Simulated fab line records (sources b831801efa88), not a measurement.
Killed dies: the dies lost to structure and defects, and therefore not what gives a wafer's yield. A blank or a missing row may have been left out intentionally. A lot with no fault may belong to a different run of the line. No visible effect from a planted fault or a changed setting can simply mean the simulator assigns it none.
Which tool did it? :: flow sky130 :: 6 lots, 18 wafers sampled, at 3 steps of a route of 708

== WHAT EACH GAUGE READ, for each wafer ==
SKY_SD_N_RS_MEAS_18: the measuring method here is four-point-probe.
lot: L452
measured: day 28 18:50
on: film_metro-02
RES_XHIGH_RS (ohm/sq): 333.8 334.1 334.4

lot: L458
measured: day 31 05:23
on: film_metro-02
RES_XHIGH_RS (ohm/sq): 331.4 331.5 331.8

lot: L460
measured: day 31 15:20
on: film_metro-01
RES_XHIGH_RS (ohm/sq): 334.5 335.8 334.9

lot: L464
measured: day 33 05:01
on: film_metro-03
RES_XHIGH_RS (ohm/sq): 332.8 333.3 333.8

lot: L468
measured: day 34 18:32
on: film_metro-02
RES_XHIGH_RS (ohm/sq): 334.4 334.9 335.2

lot: L472
measured: day 35 07:52
on: film_metro-02
RES_XHIGH_RS (ohm/sq): 332.7 332.1 333.0

== TOOL THAT RAN EACH LOT (tool first, then ch and the chambers of the sampled wafers, then the start) ==
lot: L452
SKY_DNWELL_STRIP_08: plasma_asher-01 ch 0,1, day 3 20:43
SKY_VT_ADJUST_LVTN_IMPLANT_19: implanter-04 ch 0, day 8 13:15

lot: L458
SKY_DNWELL_STRIP_08: plasma_asher-01 ch 0,1, day 5 05:59
SKY_VT_ADJUST_LVTN_IMPLANT_19: implanter-02 ch 0, day 10 08:39

lot: L460
SKY_DNWELL_STRIP_08: plasma_asher-01 ch 0,1, day 5 12:07
SKY_VT_ADJUST_LVTN_IMPLANT_19: implanter-04 ch 0, day 10 16:28

lot: L464
SKY_DNWELL_STRIP_08: plasma_asher-04 ch 0,1, day 6 14:59
SKY_VT_ADJUST_LVTN_IMPLANT_19: implanter-04 ch 0, day 12 00:53

lot: L468
SKY_DNWELL_STRIP_08: plasma_asher-02 ch 0,1, day 7 09:05
SKY_VT_ADJUST_LVTN_IMPLANT_19: implanter-01 ch 0, day 12 23:08

lot: L472
SKY_DNWELL_STRIP_08: plasma_asher-01 ch 0,1, day 8 10:08
SKY_VT_ADJUST_LVTN_IMPLANT_19: implanter-04 ch 0, day 14 08:12
- SKY_DNWELL_STRIP_08: strips in O2/N2.
- SKY_VT_ADJUST_LVTN_IMPLANT_19

== THE ANSWER, worked out from the rows above alone ==
Rule: the lots themselves supply what counts as usual. The widest of any qualifying gaps counts: lots, ordered by their means at a reading, are off when they make up no more than a third of the lots, leave a main group of 4 or more, and stand apart from it by 3 or more times the standard deviation of that group's means. Not used: any main group whose means are identical at the precision the tables above print for the reading. A lot without any number at a reading at which 4 lots or more have one is off too. Where the step has rows for the other lots, those lots are counted as sound.
No lot is off on any of the readings shown, so nothing can be concluded from this.

== WHAT THE SIMULATOR PUT IN ==
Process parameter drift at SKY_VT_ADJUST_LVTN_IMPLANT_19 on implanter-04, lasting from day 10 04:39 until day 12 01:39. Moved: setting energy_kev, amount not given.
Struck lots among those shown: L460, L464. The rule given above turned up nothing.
